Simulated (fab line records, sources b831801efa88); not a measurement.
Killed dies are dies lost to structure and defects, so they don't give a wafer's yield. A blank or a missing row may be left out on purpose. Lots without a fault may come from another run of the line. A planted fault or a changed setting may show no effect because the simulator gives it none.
Which tool did it? | flow sky130 | 11 lots, 33 wafers sampled, at 1 step of a route of 708

WHAT THE GAUGES READ, wafer by wafer
SKY_VIA1_BOW_MEAS_03.
lot  | measured     | on            | VIA1_BOW (um)
L850 | day 33 17:40 | film_metro-02 | 80 79 80
L852 | day 34 08:27 | film_metro-04 | 85 77 70
L853 | day 34 18:35 | film_metro-04 | 82 84 95
L856 | day 35 21:25 | film_metro-03 | 85 80 76
L857 | day 36 02:07 | film_metro-02 | 74 70 86
L858 | day 36 14:08 | film_metro-03 | 76 82 79
L865 | day 38 14:00 | film_metro-02 | 86 86 70
L867 | day 39 05:04 | film_metro-04 | 85 80 78
L868 | day 39 18:35 | film_metro-02 | 86 93 89
L869 | day 39 22:16 | film_metro-03 | 83 83 74
L870 | day 40 03:14 | film_metro-02 | 78 66 69

WHICH TOOL RAN EACH LOT (tool, then ch and the chambers of the sampled wafers, then the start)
The record holds no process step before these readings.

THE ANSWER, worked out from the rows above alone
Rule: what is usual is taken from the lots themselves. Put in order of their means at a reading, lots are off if they are a third of the lots or fewer, leave a main group of 4 or more, and stand apart from it by a gap of 3 or more times the standard deviation of the main group's means; of several such gaps the widest counts. A main group whose means are all the same, to the digits that the tables above print for the reading, isn't used. A lot without any number at a reading at which 4 lots or more have one is off too. The other lots that the step has rows for count as sound.
No lot is off at any reading shown: from this, nothing can be told.

WHAT THE SIMULATOR HAD PUT IN
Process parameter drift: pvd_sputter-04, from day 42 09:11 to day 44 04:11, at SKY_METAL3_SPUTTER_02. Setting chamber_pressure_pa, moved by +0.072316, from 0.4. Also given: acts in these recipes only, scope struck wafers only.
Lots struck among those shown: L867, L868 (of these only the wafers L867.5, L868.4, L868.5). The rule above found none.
